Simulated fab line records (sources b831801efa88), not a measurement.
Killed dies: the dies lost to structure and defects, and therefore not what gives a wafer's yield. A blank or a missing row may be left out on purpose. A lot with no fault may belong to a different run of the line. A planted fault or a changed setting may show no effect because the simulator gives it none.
Matching of chambers    flow sky130    SKY_LI_CONTACT_ETCH_15 on rie diel-03 has 4 sister chambers
The step etches PSG in C4F8/O2/Ar, stops on Si, target depth 600 nm. 8 wafers are shown with their chamber, then 12 later ones without.

== WAFERS, EACH WITH ITS CHAMBER ==
wafer   chamber  oes product au (a.u.)  rf fwd power W (W)
L083.5  3        0.844                  1501
L083.6  2        0.853                  1487
L084.1  1        0.849                  1485
L084.2  3        0.847                  1488
L084.4  0        0.846                  1491
L087.3  0        0.849                  1493
L087.4  1        0.848                  1496
L087.6  2        0.850                  1493

== WAFERS WITHOUT THEIR CHAMBER ==
wafer   oes product au (a.u.)  rf fwd power W (W)
L090.1  0.845                  1488
L090.2  0.844                  1494
L090.6  0.841                  1495
L091.1  0.834                  1494
L091.3  0.849                  1487
L091.4  0.840                  1489
L092.1  0.844                  1491
L092.4  0.848                  1487
L092.6  0.843                  1497
L093.1  0.836                  1489
L093.2  0.841                  1498
L093.4  0.842                  1492

== THE CHAMBER EACH PASSED THROUGH ==
wafer   from the rows above                in truth
L090.1  can't be placed: 3 or 0 or 1       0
L090.2  can't be placed: 3 or 0 or 1       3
L090.6  can't be placed: 3 or 0 or 1       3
L091.1  can't be placed: 3 or 0 or 1       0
L091.3  can't be placed: 1 or 0 or 2 or 3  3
L091.4  can't be placed: 3 or 0 or 1       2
L092.1  can't be placed: 3 or 0 or 1       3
L092.4  can't be placed: 1 or 0 or 3 or 2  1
L092.6  can't be placed: 3 or 0 or 1       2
L093.1  can't be placed: 3 or 0 or 1       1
L093.2  can't be placed: 3 or 0 or 1       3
L093.4  can't be placed: 3 or 0 or 1       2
0 of 12 placed correctly. From these rows, 12 cannot be placed; in 9 the true chamber is one of the candidates. Placed wrongly: 0.
How it was worked out, from the rows above alone: a wafer's distance from a chamber is the root of the sum, over the readings, of the square of ((its reading less the chamber's mean) divided by the reading's scatter). The wafer belongs to the nearest chamber; if the next one is less than 2 further off, it can't be placed. Each chamber's mean is taken over the wafers shown for it. The scatter: take each reading less its chamber's mean, square it, sum over the shown wafers, divide by the number of wafers less the number of chambers, and take the root.
